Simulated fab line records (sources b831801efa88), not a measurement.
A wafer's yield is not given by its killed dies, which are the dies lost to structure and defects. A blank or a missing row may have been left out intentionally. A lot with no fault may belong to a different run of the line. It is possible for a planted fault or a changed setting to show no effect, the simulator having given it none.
Check of tool commonality    flow gf180mcu    13 lots and 39 wafers in the sample

== WHY THIS WAS OPENED ==
2 of 13 lots carry a flag on the reading DUAL_GATE_OXIDATION_00_THK at GF_DUAL_GATE_THK_MEAS_03. Wafers without a fault read 10.86 nm, standard deviation 0.26.
Rule: a lot is flagged in two cases, either no wafer of it has a number, or all its wafers with numbers fall more than 4 standard deviations from that mean. All remaining lots are regarded as sound.

lot   measured      on             DUAL_GATE_OXIDATION_00_THK (nm), wafer by wafer  flag
L609  day 7 16:38   film-metro-01  11.03 10.82 10.94                                
L610  day 8 04:05   film-metro-02  10.97 11.16 11.01                                
L612  day 8 15:29   film-metro-04  11.33 11.01 11.06                                
L615  day 9 13:23   film-metro-01  14.38 14.30 14.29                                FLAGGED
L616  day 9 17:38   film-metro-02  14.67 14.42 14.50                                FLAGGED
L622  day 11 11:11  film-metro-01  10.85 10.85 10.84                                
L623  day 11 17:50  film-metro-04  10.83 10.63 10.75                                
L624  day 11 22:41  film-metro-02  10.85 10.66 10.97                                
L625  day 12 06:50  film-metro-02  10.94 10.77 10.93                                
L628  day 13 05:26  film-metro-01  11.12 11.16 11.14                                
L629  day 13 09:32  film-metro-04  11.08 11.02 10.80                                
L630  day 13 16:47  film-metro-04  10.80 10.73 10.87                                
L632  day 14 08:10  film-metro-02  10.69 10.55 10.47                                
On average the flagged lots' numbers are 14.43 nm, which is +3.57 nm against the usual, or +14 standard deviations.

== LOT BY LOT: THE TOOL USED ==
Before the reading, the record contains 2 process steps out of a 602-step route. Read each cell as the tool, then ch plus the chambers that the sampled wafers visited, then the start.
lot   flag     GF_VT_IMPLANT_STRIP_42                GF_DUAL_GATE_OXIDATION_02
L609           plasma-asher-04 ch 0,1, day 7 13:44   furnace-01 ch 0, day 7 15:11
L610           plasma-asher-03 ch 0,1, day 8 01:38   furnace-01 ch 0, day 8 02:37
L612           plasma-asher-03 ch 0,1, day 8 13:03   furnace-01 ch 0, day 8 14:02
L615  FLAGGED  plasma-asher-02 ch 1, day 9 10:51     furnace-01 ch 0, day 9 11:56
L616  FLAGGED  plasma-asher-02 ch 0,1, day 9 15:12   furnace-01 ch 0, day 9 16:11
L622           plasma-asher-03 ch 0, day 11 08:46    furnace-02 ch 0, day 11 09:44
L623           plasma-asher-02 ch 0,1, day 11 15:25  furnace-02 ch 0, day 11 16:23
L624           plasma-asher-04 ch 0,1, day 11 20:07  furnace-02 ch 0, day 11 21:14
L625           plasma-asher-04 ch 0, day 12 04:25    furnace-01 ch 0, day 12 05:23
L628           plasma-asher-03 ch 0,1, day 13 02:13  furnace-01 ch 0, day 13 03:59
L629           plasma-asher-03 ch 0,1, day 13 06:40  furnace-01 ch 0, day 13 08:05
L630           plasma-asher-03 ch 0,1, day 13 14:22  furnace-02 ch 0, day 13 15:20
L632           plasma-asher-04 ch 0,1, day 14 05:19  furnace-02 ch 0, day 14 06:43
What is done by these steps:
- GF_VT_IMPLANT_STRIP_42: strips in O2/N2.
- GF_DUAL_GATE_OXIDATION_02: stabilise 600 s, purge 300 s, target thk 10.887 nm.
- GF_DUAL_GATE_THK_MEAS_03

== FLAGGED AGAINST TOTAL, ONE TOOL AT A TIME (gauges that did the reading follow at the end) ==
step                       tool             lots run  flagged  share of the flagged lots  sound lots run after its first flagged lot
GF_VT_IMPLANT_STRIP_42     plasma-asher-02  3         2        all                        1 (L623)
GF_VT_IMPLANT_STRIP_42     plasma-asher-03  6         0        none                       -
GF_VT_IMPLANT_STRIP_42     plasma-asher-04  4         0        none                       -
GF_DUAL_GATE_OXIDATION_02  furnace-01       8         2        all                        3 (L625,L628,L629)
GF_DUAL_GATE_OXIDATION_02  furnace-02       5         0        none                       -
GF_DUAL_GATE_THK_MEAS_03   film-metro-01    4         1        some                       2 (L622,L628)
GF_DUAL_GATE_THK_MEAS_03   film-metro-02    5         1        some                       3 (L624,L625,L632)
GF_DUAL_GATE_THK_MEAS_03   film-metro-04    4         0        none                       -

== THE TABLE: WHAT IT ALLOWS ==
Every flagged lot went through 2 rows of the table: plasma-asher-02 at GF_VT_IMPLANT_STRIP_42 and furnace-01 at GF_DUAL_GATE_OXIDATION_02.
- plasma-asher-02 at GF_VT_IMPLANT_STRIP_42: 2 of its 3 lots flagged. Lots that were sound ran on it after the first flagged one (L623); a persistent fault on the entire tool would not allow that.
- furnace-01 at GF_DUAL_GATE_OXIDATION_02: 2 of its 8 lots flagged. Lots that were sound ran on it after the first flagged one (L625, L628, L629); a persistent fault on the entire tool would not allow that.
There is no row in the table that ran each flagged lot and no sound lot after the first.

== WHAT HAD BEEN PUT IN BY THE SIMULATOR ==
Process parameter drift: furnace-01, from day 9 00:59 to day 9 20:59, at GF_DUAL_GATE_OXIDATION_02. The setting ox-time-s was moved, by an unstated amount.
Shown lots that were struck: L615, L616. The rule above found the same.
